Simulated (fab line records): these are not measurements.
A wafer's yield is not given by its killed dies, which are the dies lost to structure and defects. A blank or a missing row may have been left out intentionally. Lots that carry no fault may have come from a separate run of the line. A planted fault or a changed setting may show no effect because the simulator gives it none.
2 desks looking at one fault || flow gf180mcu || each desk holds nothing but its own numbers, with what lay behind them at the end

AT THE TOOL OWNER'S DESK: implanter-02
The tool's own readings at GF_NWELL_IMPLANT_09, given as means over the sampled wafers that have a number, one for each lot that went through this tool. Marked OUT: a lot whose mean sits more than 4 standard deviations from the usual mean, which makes it out of limits; the brackets give that distance.
Columns: A = dose ions cm2 at GF_NWELL_IMPLANT_09, usual 4e+12; B = faraday current uA at GF_NWELL_IMPLANT_09, usual 22.5
{"lot": "L681", "first seen here": "day 3 13:15", "A": 4e+12, "B": 22.6}
{"lot": "L683", "first seen here": "day 3 23:44", "A": 4e+12, "B": 22.6}
{"lot": "L687", "first seen here": "day 4 22:29", "A": 4e+12, "B": 22.3}
{"lot": "L688", "first seen here": "day 5 02:24", "A": "2e+12 (-99 or more) OUT", "B": "12.5 (-23) OUT"}
{"lot": "L690", "first seen here": "day 5 12:44", "A": "2e+12 (-99 or more) OUT", "B": "12.5 (-23) OUT"}
{"lot": "L692", "first seen here": "day 6 01:47", "A": "2e+12 (-99 or more) OUT", "B": "12.6 (-23) OUT"}
Finding of this desk: L688, L690, L692 out of limits; the first was L688 at day 5 02:24, on dose ions cm2 at GF_NWELL_IMPLANT_09. L681, L683, L687: within limits.

FROM THE METROLOGY DESK
What the gauges read, lot by lot, whatever tool the lot ran on: means of the sampled wafers that have a number. Marked OUT: a lot whose mean sits more than 4 standard deviations from the usual mean, which makes it out of limits; the brackets give that distance.
Columns: A = NWELL_RS at GF_VT_IMPLANT_RS_MEAS_47, usual 487.9 ohm/sq
{"lot": "L680", "first seen here": "day 7 17:20", "A": 487.7}
{"lot": "L681", "first seen here": "day 7 20:12", "A": 487.1}
{"lot": "L683", "first seen here": "day 8 09:35", "A": 487.9}
{"lot": "L685", "first seen here": "day 8 22:29", "A": 489.0}
{"lot": "L687", "first seen here": "day 9 13:10", "A": 489.1}
{"lot": "L688", "first seen here": "day 9 18:52", "A": "524.5 (+30) OUT"}
{"lot": "L689", "first seen here": "day 10 02:49", "A": 487.7}
{"lot": "L690", "first seen here": "day 10 07:38", "A": "526.5 (+32) OUT"}
{"lot": "L692", "first seen here": "day 10 23:55", "A": "526.7 (+32) OUT"}
{"lot": "L698", "first seen here": "day 12 14:13", "A": 486.2}
{"lot": "L700", "first seen here": "day 13 02:50", "A": 486.3}
{"lot": "L701", "first seen here": "day 13 12:10", "A": 487.8}
{"lot": "L702", "first seen here": "day 13 20:16", "A": 489.1}
This desk's finding: out of limits on L688, L690, L692; first on L688, day 9 18:52 (NWELL_RS at GF_VT_IMPLANT_RS_MEAS_47). L680, L681, L683, L685, L687, L689, L698, L700, L701, L702: within limits.

TAKEN TOGETHER
An alarm could have come from the tool owner's desk at day 5 02:24, on L688, L690, L692.
On L688, L690, L692, the metrology desk was in a position to raise an alarm at day 9 18:52.
On implanter-02, each named lot ran GF_NWELL_IMPLANT_09.

WHAT THE SIMULATOR HAD INSERTED
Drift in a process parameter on implanter-02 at GF_NWELL_IMPLANT_09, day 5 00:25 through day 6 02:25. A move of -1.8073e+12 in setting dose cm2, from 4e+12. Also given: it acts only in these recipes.
Shown lots that were struck: L688, L690, L692.
Counting hours from when the fault started, the first reading out of limits came at 2 for the tool owner's desk and at 114 for the metrology desk.
